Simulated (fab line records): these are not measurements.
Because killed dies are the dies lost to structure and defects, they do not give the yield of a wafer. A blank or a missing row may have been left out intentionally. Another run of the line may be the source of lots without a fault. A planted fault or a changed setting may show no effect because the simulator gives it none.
Struck lot and sound lot, side by side | flow sky130 | 21 steps out of a route of 708
Sound: these wafers, L590.1, L590.3, L590.4. Struck: wafers L602.1, L602.3, L602.6. Last of all comes the cause.
Each step with rows lists, per side, the tool, then ch with its chambers, then its first start. Under that, the readings that differ: sound wafers | struck wafers | difference of the means | sigmas: that difference in standard deviations of wafers without a fault.
alike: readings with means less than 2 such deviations apart, plus words and numbers identical on both sides. not compared: withheld readings, readings lacking a value on some wafer, bounds such as >300 that could conceal the same value, and numbers that have no deviation in the record and whose values overlap.
A row with sigmas, a row that says differs or no value, or rows on one side alone: a step with any of these is where the two part. When numbers do not overlap yet have no deviation, they are printed without sigmas and do not part them. Lack of a reading on every wafer of one side parts them only where that side has two or more wafers.

SKY_SD_N_RS_MEAS_17: measurement is done with a four-point probe.
  sound on film-metro-04 at day 28 22:59; struck on film-metro-02 at day 34 01:49
  alike: SD_P_RS
SKY_SD_N_RS_MEAS_18: measurement is done with a four-point probe.
  sound on film-metro-04 at day 28 23:07; struck on film-metro-02 at day 34 01:56
  alike: RES_XHIGH_RS
then, 2 steps without rows for these wafers: SKY_SALICIDE_CLEAN_00 (cleans in HF-last, time 30 s); SKY_LI_CONTACT_HDPCVD_00 (deposits PSG, target thk 930 nm, time 155 s).
SKY_LI_CONTACT_THK_MEAS_01:
  sound on film-metro-04 at day 28 23:20; struck on film-metro-04 at day 34 02:13
  alike: LI_CONTACT_HDPCVD_THK
SKY_LI_CONTACT_CMP_02: polishes PSG.
  sound on cmp-02 ch 0,1,2, day 28 23:27; struck on cmp-02 ch 0,1, day 34 02:16
  alike: motor-current-A, retaining-ring-pressure-frac, slurry-filter-dp-kPa, time-to-endpoint-s
SKY_LI_CONTACT_BOW_MEAS_03:
  sound on film-metro-02 at day 28 23:42; struck on film-metro-04 at day 34 02:34
  alike: LI_CONTACT_BOW
then, 5 steps without rows for these wafers: SKY_LI_CONTACT_DEHYDRATE_04 (time 60 s); SKY_LI_CONTACT_HMDS_05 (prime time 60 s); SKY_LI_CONTACT_COAT_06 (resist thk 60 nm); SKY_LI_CONTACT_COAT_07 (resist thk 450 nm); SKY_LI_CONTACT_SOFTBAKE_08 (time 90 s).
SKY_LI_CONTACT_EXPOSE_09: exposes mask LICM1, target cd 170 nm.
  sound on krf-scanner-02 ch 0, day 29 13:24; struck on krf-scanner-02 ch 0, day 34 16:00
  alike: mask
then, 2 steps without rows for these wafers: SKY_LI_CONTACT_PEB_10; SKY_LI_CONTACT_DEVELOP_11 (develop time 60 s).
SKY_LI_CONTACT_CD_MEAS_12 targets a cd of 170 nm.
  sound on cd-sem-01 at day 30 03:35; struck on cd-sem-01 at day 35 04:59
  reading    | sound             | struck            | difference | sigmas
  cd-nm (nm) | 168.1 168.0 167.5 | 160.5 161.4 162.3 | -6.5       | -5
SKY_LI_CONTACT_OVL_MEAS_13:
  sound on overlay-02 at day 30 03:43; struck on overlay-02 at day 35 05:07
  alike: LI_CONTACT_OVL
SKY_LI_CONTACT_ETCH_14: etches BARC in N2/H2, stops on SiO2, time 45.9 s, target depth 60 nm.
  sound on rie-diel-04 ch 0,2,3, day 30 03:44; struck on rie-diel-03 ch 0,1, day 35 05:08
  reading                     | sound             | struck          | difference | sigmas
  model.LI_CONTACT.cd-nm (nm) | 168.1 168.2 167.8 | 160.4 160.4 162 | -7.1       |
  alike: drypump-motor-current-A, n2-flow-sccm, oes-product-au, throttle-valve-pct
  not compared: rf-hours-counter-h
SKY_LI_CONTACT_ETCH_15: etches PSG in C4F8/O2/Ar, stops on Si, target depth 600 nm.
  sound on rie-diel-04 ch 0,2,3, day 30 03:47; struck on rie-diel-03 ch 0,1, day 35 05:11
  reading                     | sound             | struck          | difference | sigmas
  model.LI_CONTACT.cd-nm (nm) | 167.5 167.6 167.2 | 160.2 160.8 162 | -6.4       |
  alike: oes-product-au
SKY_LI_CONTACT_STRIP_16: strips in O2/N2.
  sound on plasma-asher-04 ch 0,1, day 30 03:52; struck on plasma-asher-03 ch 0,1, day 35 05:16
  alike: drypump-motor-current-A, n2-flow-sccm, o2-flow-sccm, oes-product-au, strip-time-to-endpoint-s
  not compared: rf-hours-counter-h
-- record jumps: 15 days separate the struck wafers' starts on either side; left off in module LI_CONTACT, taken up again in module PAD_OPEN, whose first shown step is the route's number 708 --
SKY_PAD_OPEN_PROBE_99:
  sound on prober-02 at day 46 13:54; struck on prober-01 at day 50 06:04
  reading                                  | sound             | struck            | difference | sigmas
  model.etest.licon-pdiff.rc-ohm           | 599.7 589.3 586.2 | 643.2 654.2 635   | +52.4      |
  model.etest.licon-high-po.rc-ohm         | 352.8 356.8 349.2 | 387.6 373.3 381   | +27.7      |
  model.etest.licon-ndiff.rc-ohm           | 179.3 183.9 187.8 | 202.9 204.5 201.9 | +19.4      |
  model.etest.licon-poly.rc-ohm            | 154.4 155.4 160.5 | 166 164.4 169.4   | +10        |
  model.etest.licon-to-gate.bv-right-v (V) | 25.67 25.29 25.62 | 27.23 26.41 26.65 | +1.24      |
  alike: killed_at_M0_to_M3, killed_at_M4_up, killed-at-contacts, killed-at-front-end, killed-at-other, killed-dies, killed-open, killed-short
  not compared: model.etest.licon-to-gate.bv-left-v

WHERE THEY PART
Only at SKY_LI_CONTACT_CD_MEAS_12, as far as this record shows. Later steps at which nothing parts them and some readings are alike: SKY_LI_CONTACT_OVL_MEAS_13, SKY_LI_CONTACT_ETCH_14, SKY_LI_CONTACT_ETCH_15, SKY_LI_CONTACT_STRIP_16, SKY_PAD_OPEN_PROBE_99.

WHY: whatever the simulator had introduced
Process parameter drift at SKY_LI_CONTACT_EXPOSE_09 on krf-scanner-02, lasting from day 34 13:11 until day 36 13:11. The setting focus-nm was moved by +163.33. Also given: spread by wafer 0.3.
